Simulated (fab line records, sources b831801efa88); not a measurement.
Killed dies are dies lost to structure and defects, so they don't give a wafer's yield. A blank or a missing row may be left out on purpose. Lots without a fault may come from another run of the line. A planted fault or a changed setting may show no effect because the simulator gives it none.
fab line records | flow sky130
record lots=5 wafers=15 last_day=50
route steps=708 shown METAL4@636 VIA4@639 METAL5@661
lots that met no fault: from a run of the same line without faults
start_h: hours from the record's first day to the start of the lot's first wafer shown | wait_h: hours since the lot's step before | " the same as in the row above | L1.1+2: a row that stands for several wafers | - no value, or no start given | * or withheld: withheld | < > ~ a bound
route shown NAME@n: a module of which the file shows steps, and the number in the route of the first | usual: mean/standard deviation of fault-free wafers | same: alike in all rows | chamber/n: place in a boat | sites: the reading at each site | _std_site: their standard deviation | _edge_site: outer sites' mean less inner sites' | radius_mm: how far each site lies from the wafer's centre | mask NAME#n: copy n | behind: the tool/chamber that last shaped the wafer | hold: why the lot was held/for how many hours/how that ended | device: the transistor (n, p or np) that didn't switch | end of line: the same wafers' tests at the end of the route | a step without rows: its recipe alone | killed: dies lost to structure and defects at the first sort, not the wafer's yield | map: a wafer's dies, x killed, . not, _ none there
set.NAME: the setting as run; set.NAME@STEP: as run at that earlier step | model.NAME: the simulator's own value behind a step, which no gauge read
lots at some steps of the route; a table a step, a row a wafer
services: from which hour (start_h, from the record's first day; less than 0 if before it) a tool's chamber was out of use, for how many hours, and why
## steps
# step SKY_METAL4_STRIP_20
# recipe chemistry=post_etch_residue_remover time_s=1200 temp_c=72.5
# columns lot.wafer tool chamber start_h wait_h
L074.2+5+6 wet_bench-01 1 975.04 0.1
L077.2+3+4 wet_bench-04 0 997.22 0.1
L078.2+3+6 wet_bench-01 3 1009.59 0.1
L081.4+5+6 wet_bench-01 0 1027.07 0.0
L096.2+3+6 wet_bench-01 0 1115.82 0.1
# step SKY_METAL4_CLEAN_21
# recipe chemistry=IPA time_s=180 temp_c=25
# columns lot.wafer tool chamber start_h wait_h
L074.2+5+6 wet_bench-04 3 975.38 0.0
L077.2+3+4 wet_bench-03 1 997.59 0.0
L078.2+3+6 wet_bench-04 2 1009.93 0.0
L081.4+5+6 wet_bench-04 1 1027.41 0.0
L096.2+3+6 wet_bench-01 0 1116.69 0.1
# step SKY_METAL4_CLEAN_22
# recipe chemistry=O3/DIW dry=n2_spin
# columns lot.wafer tool chamber start_h wait_h
L074.2+5+6 wet_bench-01 2 975.44 0.0
L077.2+3+4 wet_bench-04 0 997.65 0.0
L078.2+3+6 wet_bench-03 2 1009.99 0.0
L081.4+5+6 wet_bench-01 1 1027.47 0.0
L096.2+3+6 wet_bench-03 2 1116.82 0.0
# step SKY_VIA4_HDPCVD_00
# recipe material=SiO2 target_thk_nm=1750 sigma_open_frac=0.3 time_s=291.7 temp_c=400 sih4_flow_sccm=60 pressure_mtorr=6
# usual sih4_flow_sccm=60.00/0.2
# columns lot.wafer tool chamber start_h wait_h sih4_flow_sccm
L074.2 hdpcvd-02 2 975.53 0.0 59.72
L074.5 " 2 " " 59.86
L074.6 " 0 " " 60.08
L077.2 hdpcvd-01 2 997.75 0.0 59.93
L077.3 " 1 " " 59.81
L077.4 " 0 " " 60.03
L078.2 hdpcvd-02 1 1010.08 0.0 60.20
L078.3 " 0 " " 60.26
L078.6 " 2 " " 60.19
L081.4 hdpcvd-01 1 1027.65 0.1 60.01
L081.5 " 0 " " 60.19
L081.6 " 2 " " 59.84
L096.2 hdpcvd-01 2 1116.93 0.0 60.15
L096.3 " 1 " " 59.96
L096.6 " 1 " " 59.74
# step SKY_VIA4_THK_MEAS_01
# recipe reads=SiO2_of_VIA4_HDPCVD_00
# usual VIA4_HDPCVD_THK=1743/18
# columns lot.wafer tool chamber start_h wait_h VIA4_HDPCVD_THK[nm]
L074.2 film_metro-04 - 975.75 0.1 1737
L074.5 " - " " 1740
L074.6 " - " " 1764
L077.2 film_metro-03 - 997.94 0.1 1742
L077.3 " - " " 1717
L077.4 " - " " 1734
L078.2 film_metro-03 - 1010.27 0.1 1734
L078.3 " - " " 1737
L078.6 " - " " 1717
L081.4 film_metro-03 - 1027.77 0.0 1721
L081.5 " - " " 1761
L081.6 " - " " 1773
L096.2 film_metro-03 - 1117.25 0.2 1726
L096.3 " - " " 1705
L096.6 " - " " 1729
# step SKY_VIA4_CMP_02
# recipe material=SiO2 down_force_psi=4 platen_rpm=60 pad_velocity_m_s=0.94248
# usual edge_zone_pressure_frac=1.000/0.0048 head_pressure_psi=4.000/0.0089 motor_current_A=12.8/0.95 platen_rpm=60.00/0.041 retaining_ring_pressure_frac=0.999/0.0053
# columns lot.wafer tool chamber start_h wait_h edge_zone_pressure_frac head_pressure_psi motor_current_A platen_rpm retaining_ring_pressure_frac
L074.2 cmp-02 3 976.07 0.3 0.993 4.014 13.4 59.89 1.013
L074.6 " 0 " " 1.001 4.002 12.9 59.95 1.004
L074.5 " 1 " " 0.998 3.991 11.8 60.00 1.000
L077.3 cmp-01 0 998.11 0.2 0.996 3.988 14.6 60.04 1.000
L077.4 " 1 " " 0.995 4.016 13.0 59.99 1.001
L077.2 " 2 " " 0.994 3.999 12.2 59.92 0.998
L078.3 cmp-02 2 1010.37 0.1 1.004 3.995 13.1 60.06 0.999
L078.2 " 3 " " 1.003 3.996 13.7 59.97 1.002
L078.6 " 2 " " 0.996 4.004 12.8 60.02 0.994
L081.4 cmp-01 3 1027.90 0.1 1.008 3.988 11.6 59.99 1.001
L081.5 " 1 " " 1.002 3.998 13.7 60.01 1.001
L081.6 " 2 " " 1.001 3.994 12.5 60.01 1.004
L096.2 cmp-02 1 1117.37 0.1 1.008 4.002 11.5 60.00 0.992
L096.3 " 0 " " 1.007 4.011 12.7 60.03 1.006
L096.6 " 1 " " 1.011 3.999 11.3 60.00 0.999
# step SKY_VIA4_BOW_MEAS_03
# recipe mode=bow
# usual VIA4_BOW=78/9
# columns lot.wafer tool chamber start_h wait_h VIA4_BOW[um]
L074.2 film_metro-02 - 976.24 0.1 82
L074.5 " - " " 77
L074.6 " - " " 73
L077.2 film_metro-03 - 998.43 0.2 65
L077.3 " - " " 81
L077.4 " - " " 72
L078.2 film_metro-02 - 1010.64 0.2 73
L078.3 " - " " 79
L078.6 " - " " 69
L081.4 film_metro-03 - 1028.16 0.2 79
L081.5 " - " " 66
L081.6 " - " " 74
L096.2 film_metro-03 - 1117.71 0.3 76
L096.3 " - " " 79
L096.6 " - " " 83
# step SKY_VIA4_DEHYDRATE_04
# recipe temp_c=200 time_s=60
# columns lot.wafer tool chamber start_h wait_h
L074.2+5+6 litho_track-02 0 988.06 11.8
L077.2+3+4 litho_track-02 0 1008.76 10.3
L078.2+3+6 litho_track-03 0 1021.61 10.9
L081.4+5+6 litho_track-03 0 1040.11 11.9
L096.2+3+6 litho_track-01 0 1126.58 8.8
# step SKY_VIA4_HMDS_05
# recipe prime_time_s=60 prime_temp_c=120
# usual prime_temp_c=120.02/0.14
# columns lot.wafer tool chamber start_h wait_h prime_temp_c
L074.2 litho_track-02 0 988.21 0.1 119.85
L074.5 " 0 " " 119.92
L074.6 " 0 " " 119.83
L077.2 litho_track-02 0 1008.91 0.1 120.01
L077.3 " 0 " " 120.01
L077.4 " 0 " " 120.00
L078.2 litho_track-03 0 1021.76 0.1 120.09
L078.3 " 0 " " 120.09
L078.6 " 0 " " 120.12
L081.4 litho_track-03 0 1040.26 0.1 119.86
L081.5 " 0 " " 119.82
L081.6 " 0 " " 119.90
L096.2 litho_track-01 0 1126.73 0.1 120.18
L096.3 " 0 " " 120.08
L096.6 " 0 " " 120.10
# step SKY_VIA4_COAT_06
# recipe resist=NOVOLAK spin_rpm=3000 resist_thk_nm=1140
# columns lot.wafer tool chamber start_h wait_h
L074.2+5+6 litho_track-02 0 988.36 0.1
L077.2+3+4 litho_track-02 0 1009.06 0.1
L078.2+3+6 litho_track-03 0 1021.91 0.1
L081.4+5+6 litho_track-03 0 1040.41 0.1
L096.2+3+6 litho_track-01 0 1126.88 0.1
# step SKY_VIA4_SOFTBAKE_07
# recipe temp_c=90 time_s=60 resist=NOVOLAK
# columns lot.wafer tool chamber start_h wait_h
L074.2+5+6 litho_track-02 0 988.51 0.1
L077.2+3+4 litho_track-02 0 1009.21 0.1
L078.2+3+6 litho_track-03 0 1022.06 0.1
L081.4+5+6 litho_track-03 0 1040.56 0.1
L096.2+3+6 litho_track-01 0 1127.03 0.1
# step SKY_VIA4_EXPOSE_08
# recipe mask_id=VIM4 na=0.6 source_shape=conventional sigma_outer=0.6 polarization=unpolarized target_cd_nm=800 dose_mj=132
# columns lot.wafer tool chamber start_h wait_h mask
L074.2+5+6 iline_stepper-02 0 - - VIM4#0
L077.2+3+4 iline_stepper-01 0 - - VIM4#0
L078.2+3+6 iline_stepper-01 0 - - VIM4#0
L081.4+5+6 iline_stepper-01 0 - - VIM4#0
L096.2+3+6 iline_stepper-02 0 - - VIM4#0
# step SKY_VIA4_PEB_09
# recipe temp_c=withheld time_s=* resist=NOVOLAK
# columns lot.wafer tool chamber start_h wait_h
L074.2+5+6 litho_track-02 0 - -
L077.2+3+4 litho_track-01 0 - -
L078.2+3+6 litho_track-03 0 - -
L081.4+5+6 litho_track-03 0 - -
L096.2+3+6 litho_track-02 0 - -
# step SKY_VIA4_DEVELOP_10
# recipe resist=NOVOLAK developer=TMAH develop_time_s=60 dev_temp_c=23
# columns lot.wafer tool chamber start_h wait_h
L074.2+5+6 litho_track-02 0 1000.01 0.1
L077.2+3+4 litho_track-01 0 1021.03 0.1
L078.2+3+6 litho_track-03 0 1032.31 0.1
L081.4+5+6 litho_track-03 0 1051.01 0.1
L096.2+3+6 litho_track-02 0 1136.41 0.1
# step SKY_VIA4_OVL_MEAS_11
# usual VIA4_OVL=-0.1/1.6
# columns lot.wafer tool chamber start_h wait_h VIA4_OVL[nm]
L074.2 overlay-01 - 1000.14 0.1 0.7
L074.5 " - " " -0.4
L074.6 " - " " -0.9
L077.2 overlay-02 - 1021.16 0.1 -0.6
L077.3 " - " " -1.3
L077.4 " - " " -1.5
L078.2 overlay-02 - 1032.44 0.1 2.1
L078.3 " - " " 2.0
L078.6 " - " " 2.2
L081.4 overlay-02 - 1051.10 0.1 0.8
L081.5 " - " " 0.3
L081.6 " - " " 0.7
L096.2 overlay-02 - 1136.54 0.1 -2.1
L096.3 " - " " -1.8
L096.6 " - " " -2.0
# step SKY_VIA4_ETCH_12
# recipe target=SiO2 chemistry=C4F8/O2/Ar stop_on=TiN mask_material=NOVOLAK source_w=1500 bias_w=1200 pressure_mtorr=40 c4f8_flow_sccm=withheld O2_flow_sccm=6 Ar_flow_sccm=300 time_s=withheld target_depth_a=5800
# usual oes_product_au=0.925/0.0049
# columns lot.wafer tool chamber start_h wait_h oes_product_au
L074.2 rie_diel-03 3 1000.17 0.0 0.922
L074.5 " 3 " " 0.923
L074.6 " 2 " " 0.927
L077.2 rie_diel-04 0 1021.19 0.0 0.925
L077.3 " 3 " " 0.921
L077.4 " 3 " " 0.918
L078.2 rie_diel-04 3 1032.47 0.0 0.923
L078.3 " 1 " " 0.923
L078.6 " 3 " " 0.928
L081.4 rie_diel-03 2 1051.16 0.0 0.933
L081.5 " 3 " " 0.926
L081.6 " 0 " " 0.923
L096.2 rie_diel-02 0 1136.57 0.0 0.928
L096.3 " 3 " " 0.917
L096.6 " 3 " " 0.921
# step SKY_VIA4_STRIP_13
# recipe chemistry=O2/N2 power_w=1400 pressure_mtorr=1500 platen_temp_c=withheld o2_flow_sccm=3000 n2_flow_sccm=300 overash_fraction=0.5
# usual drypump_motor_current_A=5.7/0.44 oes_product_au=0.710/0.0047 strip_time_to_endpoint_s=12.79/0.033
# columns lot.wafer tool chamber start_h wait_h drypump_motor_current_A oes_product_au rf_hours_counter_h strip_time_to_endpoint_s
L074.2 plasma_asher-02 1 1000.25 - 4.9 0.713 86 12.78
L074.5 " 1 " " 4.9 0.705 - 12.78
L074.6 " 0 " " 5.5 0.705 - 12.82
L077.2 plasma_asher-03 0 1021.26 - 5.9 0.711 61 12.84
L077.3 " 1 " " 6.2 0.706 - 12.84
L077.4 " 0 " " 5.9 0.709 - 12.83
L078.2 plasma_asher-02 1 1032.54 - 4.9 0.725 89 12.75
L078.3 " 0 " " 5.5 0.700 - 12.74
L078.6 " 1 " " 4.9 0.708 - 12.77
L081.4 plasma_asher-04 0 1051.23 - 5.9 0.708 - 12.82
L081.5 " 0 " " 6.0 0.708 - 12.81
L081.6 " 1 " " 5.6 0.717 - 12.80
L096.2 plasma_asher-02 1 1136.68 - 4.9 0.711 100 12.82
L096.3 " 0 " " 5.5 0.713 - 12.81
L096.6 " 1 " " 4.9 0.718 - 12.81
# step SKY_VIA4_STRIP_14
# recipe chemistry=post_etch_residue_remover time_s=1200 temp_c=72.5
# columns lot.wafer tool chamber start_h wait_h
L074.2+5+6 wet_bench-04 2 1000.35 0.1
L077.2+3+4 wet_bench-04 0 1021.36 0.1
L078.2+3+6 wet_bench-03 0 1032.64 0.1
L081.4+5+6 wet_bench-04 1 1051.29 0.0
L096.2+3+6 wet_bench-02 0 1136.78 0.1
# step SKY_VIA4_CLEAN_15
# recipe chemistry=IPA time_s=180 temp_c=25
# columns lot.wafer tool chamber start_h wait_h
L074.2+5+6 wet_bench-02 2 1000.72 0.0
L077.2+3+4 wet_bench-02 0 1021.77 0.0
L078.2+3+6 wet_bench-02 3 1032.98 0.0
L081.4+5+6 wet_bench-02 0 1051.63 0.0
L096.2+3+6 wet_bench-02 0 1137.12 0.0
# step SKY_VIA4_CLEAN_16
# recipe chemistry=O3/DIW dry=n2_spin
# columns lot.wafer tool chamber start_h wait_h
L074.2+5+6 wet_bench-04 2 1000.78 0.0
L077.2+3+4 wet_bench-03 0 1021.83 0.0
L078.2+3+6 wet_bench-04 1 1033.04 0.0
L081.4+5+6 wet_bench-03 1 1051.69 0.0
L096.2+3+6 wet_bench-02 3 1137.18 0.0
# step SKY_VIA4_SPUTTER_17
# recipe material=TiN target_thk_nm=20 chamber_pressure_pa=5 power_w=4000 time_s=80
# usual throttle_valve_pct=29.7/0.97
# columns lot.wafer tool chamber start_h wait_h throttle_valve_pct
L074.2 pvd_sputter-01 - 1000.88 0.0 29.8
L074.5 " - " " 29.9
L074.6 " - " " 30.1
L077.2 pvd_sputter-03 - 1021.92 0.0 32.1
L077.3 " - " " 29.5
L077.4 " - " " 29.7
L078.2 pvd_sputter-02 - 1033.13 0.0 29.4
L078.3 " - " " 28.3
L078.6 " - " " 29.3
L081.4 pvd_sputter-02 - 1051.78 0.0 29.5
L081.5 " - " " 28.9
L081.6 " - " " 29.2
L096.2 pvd_sputter-01 - 1137.27 0.0 29.2
L096.3 " - " " 30.0
L096.6 " - " " 29.2
# step SKY_VIA4_CVD_18
# recipe material=W target_thk_nm=505 time_s=152.14 temp_c=400 pressure_torr=40
# usual heater_power_w=877/120
# columns lot.wafer tool chamber start_h wait_h heater_power_w
L074.2 cvd_w-02 0 1000.94 0.0 1007
L074.5 " 0 " " 1036
L074.6 " 1 " " 747
L077.2 cvd_w-01 1 1021.98 0.0 943
L077.3 " 1 " " 942
L077.4 " 0 " " 784
L078.2 cvd_w-02 0 1033.20 0.0 1022
L078.3 " 0 " " 1016
L078.6 " 0 " " 1019
L081.4 cvd_w-02 0 1051.90 0.1 1020
L081.5 " 0 " " 1014
L081.6 " 1 " " 757
L096.2 cvd_w-01 1 1137.34 0.0 969
L096.3 " 0 " " 770
L096.6 " 0 " " 768
# step SKY_VIA4_RS_MEAS_19
# recipe thk_meas_gauge=four-point-probe reads=W_of_VIA4_CVD_18+TiN_of_VIA4_SPUTTER_17
# usual VIA4_W_RS=0.2276/0.0028
# columns lot.wafer tool chamber start_h wait_h VIA4_W_RS[ohm/sq]
L074.2 film_metro-03 - 1001.11 0.1 0.2252
L074.5 " - " " 0.2244
L074.6 " - " " 0.2278
L077.2 film_metro-04 - 1022.15 0.1 0.2301
L077.3 " - " " 0.2318
L077.4 " - " " 0.2290
L078.2 film_metro-03 - 1033.37 0.1 0.2260
L078.3 " - " " 0.2236
L078.6 " - " " 0.2245
L081.4 film_metro-03 - 1052.06 0.1 0.2265
L081.5 " - " " 0.2248
L081.6 " - " " 0.2287
L096.2 film_metro-02 - 1137.51 0.1 0.2298
L096.3 " - " " 0.2265
L096.6 " - " " 0.2257
# step SKY_VIA4_THK_MEAS_20
# recipe thk_meas_gauge=xrf reads=W_of_VIA4_CVD_18
# usual VIA4_W_THK=507/8.3
# columns lot.wafer tool chamber start_h wait_h VIA4_W_THK[nm]
L074.2 film_metro-03 - 1001.22 0.1 513
L074.5 " - " " 513
L074.6 " - " " 505
L077.2 film_metro-04 - 1022.26 0.1 502
L077.3 " - " " 498
L077.4 " - " " 505
L078.2 film_metro-03 - 1033.48 0.1 514
L078.3 " - " " 520
L078.6 " - " " 521
L081.4 film_metro-03 - 1052.15 0.1 512
L081.5 " - " " 520
L081.6 " - " " 506
L096.2 film_metro-02 - 1137.62 0.1 499
L096.3 " - " " 508
L096.6 " - " " 510
# step SKY_VIA4_CMP_21
# recipe stop_on=SiO2 t_overpolish_s=25 down_force_psi=3.5 platen_rpm=60 target_thk_nm=0 pad_velocity_m_s=0.94248
# usual edge_zone_pressure_frac=1.000/0.0046 head_pressure_psi=3.500/0.0077 motor_current_A=11.8/0.83 overpolish_run_s=25.000/0.008 platen_rpm=60.00/0.038 retaining_ring_pressure_frac=1.001/0.0046 time_to_endpoint_s=121/4.6
# columns lot.wafer tool chamber start_h wait_h edge_zone_pressure_frac head_pressure_psi motor_current_A overpolish_run_s platen_rpm retaining_ring_pressure_frac time_to_endpoint_s
L074.2 cmp-01 0 1001.42 0.2 1.004 3.486 12.6 24.998 60.05 0.999 123
L074.5 " 1 " " 0.999 3.500 12.4 25.011 60.02 1.005 124
L074.6 " 2 " " 1.002 3.495 11.2 24.998 60.03 1.005 125
L077.2 cmp-01 3 1022.38 0.1 0.996 3.519 11.3 24.992 59.92 0.996 116
L077.4 " 1 " " 0.999 3.495 12.9 25.001 59.94 0.995 127
L077.3 " 2 " " 1.000 3.492 11.7 25.008 60.02 1.002 125
L078.2 cmp-02 3 1033.58 0.1 0.999 3.505 12.1 24.999 60.02 0.997 120
L078.3 " 1 " " 0.990 3.488 10.5 25.012 59.96 0.994 131
L078.6 " 2 " " 1.000 3.494 12.3 25.005 60.02 0.999 125
L081.4 cmp-02 1 1052.18 0.0 1.000 3.497 10.8 25.007 59.99 0.999 127
L081.6 " 1 " " 1.004 3.500 10.7 24.998 59.94 0.997 124
L081.5 " 2 " " 0.995 3.495 11.9 24.985 60.03 0.997 126
L096.3 cmp-01 3 1137.67 0.0 1.001 3.492 11.8 24.984 60.03 1.010 117
L096.2 " 2 " " 1.006 3.514 12.0 24.993 60.00 0.998 126
L096.6 " 3 " " 1.001 3.493 12.1 25.004 60.01 1.003 118
# step SKY_METAL5_SPUTTER_00
# recipe material=Ti target_thk_nm=15 power_w=3000 time_s=10 chamber_pressure_pa=0.4
# usual throttle_valve_pct=29.8/0.9
# columns lot.wafer tool chamber start_h wait_h throttle_valve_pct
L074.2 pvd_sputter-01 - 1001.57 0.1 29.8
L074.5 " - " " 29.8
L074.6 " - " " 29.4
L077.2 pvd_sputter-04 - 1022.68 0.2 29.1
L077.3 " - " " 29.7
L077.4 " - " " 31.5
L078.2 pvd_sputter-04 - 1033.83 0.2 30.0
L078.3 " - " " 29.0
L078.6 " - " " 30.0
L081.4 pvd_sputter-04 - 1052.48 0.2 29.9
L081.5 " - " " 31.8
L081.6 " - " " 29.2
L096.2 pvd_sputter-04 - 1137.97 0.1 29.9
L096.3 " - " " 31.5
L096.6 " - " " 30.0
# step SKY_METAL5_SPUTTER_01
# recipe material=TiN target_thk_nm=20 power_w=6500 time_s=16.7 chamber_pressure_pa=0.4
# usual throttle_valve_pct=29.8/0.89
# columns lot.wafer tool chamber start_h wait_h throttle_valve_pct
L074.2 pvd_sputter-01 - 1001.60 0.0 29.8
L074.5 " - " " 29.8
L074.6 " - " " 29.1
L077.2 pvd_sputter-04 - 1022.70 0.0 28.8
L077.3 " - " " 29.7
L077.4 " - " " 32.1
L078.2 pvd_sputter-04 - 1033.85 0.0 29.9
L078.3 " - " " 29.5
L078.6 " - " " 29.7
L081.4 pvd_sputter-04 - 1052.50 0.0 29.8
L081.5 " - " " 31.8
L081.6 " - " " 29.2
L096.2 pvd_sputter-04 - 1137.99 0.0 30.0
L096.3 " - " " 31.9
L096.6 " - " " 30.5
# step SKY_METAL5_SPUTTER_02
# recipe material=AlCu target_thk_nm=1150 power_w=10600 time_s=61.2 chamber_pressure_pa=0.4
# usual throttle_valve_pct=29.7/0.89
# columns lot.wafer tool chamber start_h wait_h throttle_valve_pct
L074.2 pvd_sputter-01 - 1001.62 0.0 29.4
L074.5 " - " " 29.8
L074.6 " - " " 29.4
L077.2 pvd_sputter-04 - 1022.73 0.0 29.3
L077.3 " - " " 29.9
L077.4 " - " " 31.6
L078.2 pvd_sputter-04 - 1033.88 0.0 29.8
L078.3 " - " " 29.0
L078.6 " - " " 29.9
L081.4 pvd_sputter-04 - 1052.53 0.0 30.1
L081.5 " - " " 31.7
L081.6 " - " " 28.9
L096.2 pvd_sputter-04 - 1138.02 0.0 30.2
L096.3 " - " " 31.6
L096.6 " - " " 30.2
# step SKY_METAL5_SPUTTER_03
# recipe material=Ti target_thk_nm=5 power_w=3000 time_s=3.3 chamber_pressure_pa=0.4
# usual throttle_valve_pct=29.8/0.89
# columns lot.wafer tool chamber start_h wait_h throttle_valve_pct
L074.2 pvd_sputter-01 - 1001.67 0.0 29.6
L074.5 " - " " 29.6
L074.6 " - " " 29.2
L077.2 pvd_sputter-04 - 1022.78 0.0 29.2
L077.3 " - " " 29.8
L077.4 " - " " 31.3
L078.2 pvd_sputter-04 - 1033.93 0.0 30.0
L078.3 " - " " 28.9
L078.6 " - " " 29.9
L081.4 pvd_sputter-04 - 1052.58 0.0 29.9
L081.5 " - " " 31.5
L081.6 " - " " 28.9
L096.2 pvd_sputter-04 - 1138.07 0.0 29.9
L096.3 " - " " 31.8
L096.6 " - " " 30.0
# step SKY_METAL5_SPUTTER_04
# recipe material=TiN target_thk_nm=70 power_w=6367 time_s=58.3 chamber_pressure_pa=0.4
# usual throttle_valve_pct=29.8/0.88
# columns lot.wafer tool chamber start_h wait_h throttle_valve_pct
L074.2 pvd_sputter-01 - 1001.69 0.0 29.7
L074.5 " - " " 29.6
L074.6 " - " " 29.5
L077.2 pvd_sputter-04 - 1022.79 0.0 29.1
L077.3 " - " " 29.9
L077.4 " - " " 31.5
L078.2 pvd_sputter-04 - 1033.94 0.0 30.1
L078.3 " - " " 29.0
L078.6 " - " " 29.7
L081.4 pvd_sputter-04 - 1052.59 0.0 30.0
L081.5 " - " " 31.8
L081.6 " - " " 29.0
L096.2 pvd_sputter-04 - 1138.08 0.0 30.1
L096.3 " - " " 31.7
L096.6 " - " " 30.0
# step SKY_METAL5_RS_MEAS_05
# recipe thk_meas_gauge=four-point-probe reads=TiN_of_METAL5_SPUTTER_04+Ti_of_METAL5_SPUTTER_03+AlCu_of_METAL5_SPUTTER_02+TiN_of_METAL5_SPUTTER_01+Ti_of_METAL5_SPUTTER_00
# usual METAL5_ALCU_RS=0.0270/0.00031
# columns lot.wafer tool chamber start_h wait_h METAL5_ALCU_RS[ohm/sq]
L074.2 film_metro-01 - 1001.76 0.0 0.0274
L074.5 " - " " 0.0271
L074.6 " - " " 0.0274
L077.2 film_metro-03 - 1022.86 0.0 0.0273
L077.3 " - " " 0.0272
L077.4 " - " " 0.0276
L078.2 film_metro-03 - 1034.01 0.0 0.0270
L078.3 " - " " 0.0267
L078.6 " - " " 0.0268
L081.4 film_metro-04 - 1052.70 0.1 0.0273
L081.5 " - " " 0.0275
L081.6 " - " " 0.0273
L096.2 film_metro-03 - 1138.15 0.0 0.0268
L096.3 " - " " 0.0268
L096.6 " - " " 0.0265
# step SKY_METAL5_THK_MEAS_06
# recipe thk_meas_gauge=xrf reads=AlCu_of_METAL5_SPUTTER_02
# usual METAL5_ALCU_THK=1151/14
# columns lot.wafer tool chamber start_h wait_h METAL5_ALCU_THK[nm]
L074.2 film_metro-01 - 1001.87 0.1 1134
L074.5 " - " " 1148
L074.6 " - " " 1128
L077.2 film_metro-03 - 1022.97 0.1 1141
L077.3 " - " " 1147
L077.4 " - " " 1128
L078.2 film_metro-03 - 1034.12 0.1 1150
L078.3 " - " " 1158
L078.6 " - " " 1150
L081.4 film_metro-04 - 1052.79 0.1 1131
L081.5 " - " " 1127
L081.6 " - " " 1139
L096.2 film_metro-03 - 1138.26 0.1 1168
L096.3 " - " " 1158
L096.6 " - " " 1174
# step SKY_METAL5_DEHYDRATE_07
# recipe temp_c=200 time_s=60
# columns lot.wafer tool chamber start_h wait_h
L074.2+5+6 litho_track-01 0 1013.18 11.3
L077.2+3+4 litho_track-04 0 1033.28 10.3
L078.2+3+6 litho_track-01 0 1045.23 11.1
L081.4+5+6 litho_track-03 0 1063.61 10.8
L096.2+3+6 litho_track-01 0 1146.43 8.2
# step SKY_METAL5_HMDS_08
# recipe prime_time_s=60 prime_temp_c=120
# usual prime_temp_c=120.01/0.12
# columns lot.wafer tool chamber start_h wait_h prime_temp_c
L074.2 litho_track-01 0 1013.33 0.1 119.99
L074.5 " 0 " " 120.19
L074.6 " 0 " " 120.01
L077.2 litho_track-04 0 1033.43 0.1 119.62
L077.3 " 0 " " 119.75
L077.4 " 0 " " 119.77
L078.2 litho_track-01 0 1045.38 0.1 119.92
L078.3 " 0 " " 119.98
L078.6 " 0 " " 119.87
L081.4 litho_track-03 0 1063.76 0.1 119.92
L081.5 " 0 " " 120.03
L081.6 " 0 " " 120.13
L096.2 litho_track-01 0 1146.58 0.1 120.02
L096.3 " 0 " " 120.10
L096.6 " 0 " " 120.10
# step SKY_METAL5_COAT_09
# recipe resist=NOVOLAK spin_rpm=3000 resist_thk_nm=1800
# columns lot.wafer tool chamber start_h wait_h
L074.2+5+6 litho_track-01 0 1013.48 0.1
L077.2+3+4 litho_track-04 0 1033.58 0.1
L078.2+3+6 litho_track-01 0 1045.53 0.1
L081.4+5+6 litho_track-03 0 1063.91 0.1
L096.2+3+6 litho_track-01 0 1146.73 0.1
# step SKY_METAL5_SOFTBAKE_10
# recipe temp_c=90 time_s=60 resist=NOVOLAK
# columns lot.wafer tool chamber start_h wait_h
L074.2+5+6 litho_track-01 0 1013.63 0.1
L077.2+3+4 litho_track-04 0 1033.73 0.1
L078.2+3+6 litho_track-01 0 1045.68 0.1
L081.4+5+6 litho_track-03 0 1064.06 0.1
L096.2+3+6 litho_track-01 0 1146.88 0.1
# step SKY_METAL5_EXPOSE_11
# recipe mask_id=MM5 na=0.6 source_shape=conventional sigma_outer=0.6 polarization=unpolarized target_cd_nm=1600 dose_mj=190
# columns lot.wafer tool chamber start_h wait_h mask
L074.2+5+6 iline_stepper-02 0 - - MM5#0
L077.2+3+4 iline_stepper-02 0 - - MM5#0
L078.2+3+6 iline_stepper-01 0 - - MM5#0
L081.4+5+6 iline_stepper-02 0 - - MM5#0
L096.2+3+6 iline_stepper-01 0 - - MM5#0
# step SKY_METAL5_PEB_12
# recipe temp_c=withheld time_s=* resist=NOVOLAK
# columns lot.wafer tool chamber start_h wait_h
L074.2+5+6 litho_track-03 0 - -
L077.2+3+4 litho_track-03 0 - -
L078.2+3+6 litho_track-03 0 - -
L081.4+5+6 litho_track-04 0 - -
L096.2+3+6 litho_track-04 0 - -
# step SKY_METAL5_DEVELOP_13
# recipe resist=NOVOLAK developer=TMAH develop_time_s=60 dev_temp_c=23
# columns lot.wafer tool chamber start_h wait_h
L074.2+5+6 litho_track-03 0 1024.26 0.1
L077.2+3+4 litho_track-03 0 1045.26 0.1
L078.2+3+6 litho_track-03 0 1054.96 0.1
L081.4+5+6 litho_track-04 0 1073.98 0.1
L096.2+3+6 litho_track-04 0 1155.73 0.1
# step SKY_METAL5_DESCUM_14
# recipe chemistry=O2 source_power_w=150 bias_power_w=0 pressure_mtorr=10 temp_c=40 time_s=11
# usual drypump_motor_current_A=5.81/0.26 oes_product_au=1.000/0.0091
# same bias_power_w=0
# columns lot.wafer tool chamber start_h wait_h drypump_motor_current_A oes_product_au rf_hours_counter_h
L074.2 rie_metal-01 1 1024.38 0.1 5.72 1.005 6
L074.5 " 1 " " 5.74 1.000 -
L074.6 " 0 " " 6.25 1.001 -
L077.2 rie_metal-04 0 1045.38 0.1 5.92 1.001 14
L077.3 " 0 " " 5.93 0.992 -
L077.4 " 1 " " 5.68 1.009 -
L078.2 rie_metal-03 0 1055.08 0.1 5.48 1.003 13
L078.3 " 0 " " 5.49 1.000 -
L078.6 " 1 " " 5.70 0.996 -
L081.4 rie_metal-01 1 1074.06 0.1 5.73 1.001 -
L081.5 " 0 " " 6.27 0.987 -
L081.6 " 1 " " 5.70 0.995 -
L096.2 rie_metal-03 0 1155.85 0.1 5.47 0.976 21
L096.3 " 0 " " 5.49 0.996 -
L096.6 " 1 " " 5.73 0.985 -
## services
# columns tool chamber start_h hours kind
rie_diel-03 - 952.17 8.2 repair
cvd_w-02 - 955.73 0.9 repair
iline_stepper-01 - 957.04 2.1 pm
cvd_w-02 0 984.34 4.6 repair
iline_stepper-01 - 994.23 4.1 repair
pvd_sputter-04 - 995.89 2.4 repair
rie_metal-03 0 996.43 9.7 repair
rie_metal-03 - 997.88 1.4 pm
rie_metal-01 - 1012.46 1.7 repair
cmp-01 - 1013.92 2.5 repair
rie_metal-03 - 1014.17 28.1 pm
rie_diel-03 2 1016.50 4.0 repair
rie_diel-04 1 1018.23 3.6 repair
cmp-02 - 1018.50 0.5 repair
cmp-01 - 1051.35 5.8 pm
hdpcvd-01 - 1076.39 0.9 repair
cvd_w-02 - 1079.26 6.0 pm
cmp-01 - 1084.00 4.0 pm
iline_stepper-02 - 1100.95 1.7 pm
hdpcvd-01 0 1112.40 20.5 repair
cmp-02 - 1119.93 4.3 pm
plasma_asher-02 - 1121.12 0.7 repair
pvd_sputter-01 - 1151.45 3.4 repair
cmp-02 - 1152.23 2.5 repair
## key
fault none
